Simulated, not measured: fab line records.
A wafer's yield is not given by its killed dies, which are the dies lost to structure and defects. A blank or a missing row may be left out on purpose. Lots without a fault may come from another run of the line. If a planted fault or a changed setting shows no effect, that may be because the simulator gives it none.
A struck lot beside a sound one || flow sky130 || 14 out of 708 route steps
Sound: these wafers, L282.2, L282.4, L282.5. Wafers struck: L284.4, L284.5, L284.6. At the end, the cause is stated.
Order at every step that has rows: each side's tool, ch and its chambers, its first start. Under that, the readings that differ: sound wafers || struck wafers || difference of the means || sigmas: that difference in standard deviations of wafers without a fault.
alike: words and numbers the same on both sides, and readings whose means are apart by under 2 such deviations; not compared: readings that were withheld, readings missing a value for some wafer, numbers with overlapping values and no deviation given by the record, and bounds like >300 which may hide the same value.
The two part at a step that has a row with sigmas, a row that says differs or no value, or rows on one side only. Non-overlapping numbers with no deviation appear without sigmas and do not part them. Lack of a reading on every wafer of one side parts them only where that side has two or more wafers.

SKY_METAL4_SPUTTER_02: material AlCu, target thk 735 nm, time 39.1 s.
  sound on pvd_sputter-03, day 43 06:40; struck on pvd_sputter-03, day 43 10:17
  alike: throttle_valve_pct
SKY_METAL4_SPUTTER_03: material Ti, target thk 5 nm, time 3.3 s.
  sound on pvd_sputter-03, day 43 06:41; struck on pvd_sputter-03, day 43 10:19
  alike: throttle_valve_pct
SKY_METAL4_SPUTTER_04: material TiN, target thk 70 nm, time 58.3 s.
  sound on pvd_sputter-03, day 43 06:43; struck on pvd_sputter-03, day 43 10:21
  alike: throttle_valve_pct
SKY_CAP2M_CVD_00: deposits SiO2, target thk 15.5 nm.
  sound on pecvd-03 ch 0,2, day 43 06:46; struck on pecvd-02 ch 0,1, day 43 10:23
  alike: heater_power_w
SKY_CAP2M_THK_MEAS_01:
  sound on film_metro-03, day 43 06:47; struck on film_metro-02, day 43 10:26
  alike: CAP2M_CVD_00_THK
SKY_CAP2M_SPUTTER_02: material TiN, target thk 200 nm, time 166.7 s.
  sound on pvd_sputter-01, day 43 06:50; struck on pvd_sputter-01, day 43 10:28
  alike: throttle_valve_pct
SKY_CAP2M_RS_MEAS_03: the measuring method here is four-point-probe.
  sound on film_metro-04, day 43 06:58; struck on film_metro-03, day 43 10:38
  alike: CAP2M_TIN_RS
SKY_CAP2M_THK_MEAS_04: measures by xrf.
  sound on film_metro-04, day 43 07:05; struck on film_metro-03, day 43 10:43
  alike: CAP2M_TIN_THK
then, 4 steps without rows for these wafers: SKY_CAP2M_DEHYDRATE_05 (time 60 s); SKY_CAP2M_HMDS_06 (prime time 60 s); SKY_CAP2M_COAT_07 (resist thk 1140 nm); SKY_CAP2M_SOFTBAKE_08 (time 60 s).
SKY_CAP2M_EXPOSE_09: exposes mask CAP2M, target cd 1000 nm.
  struck on iline_stepper-01, day 43 21:53; sound on iline_stepper-02 ch 0, day 43 18:19
  no value came back on the struck wafers for exposure_dose_mJ_cm2, focus_offset_nm (nm), reticle_temp_C (C); on the sound wafers exposure_dose_mJ_cm2 reads 159.04 159.15 158.91
  alike: mask
following that, these wafers have no rows for 1 step: SKY_CAP2M_PEB_10.

WHERE THEY PART
At SKY_CAP2M_EXPOSE_09 and nowhere else, as far as this record goes.

WHY: the cause the simulator had injected
Entire step skipped (iline_stepper-01, SKY_CAP2M_EXPOSE_09), from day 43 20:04 onward. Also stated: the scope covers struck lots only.
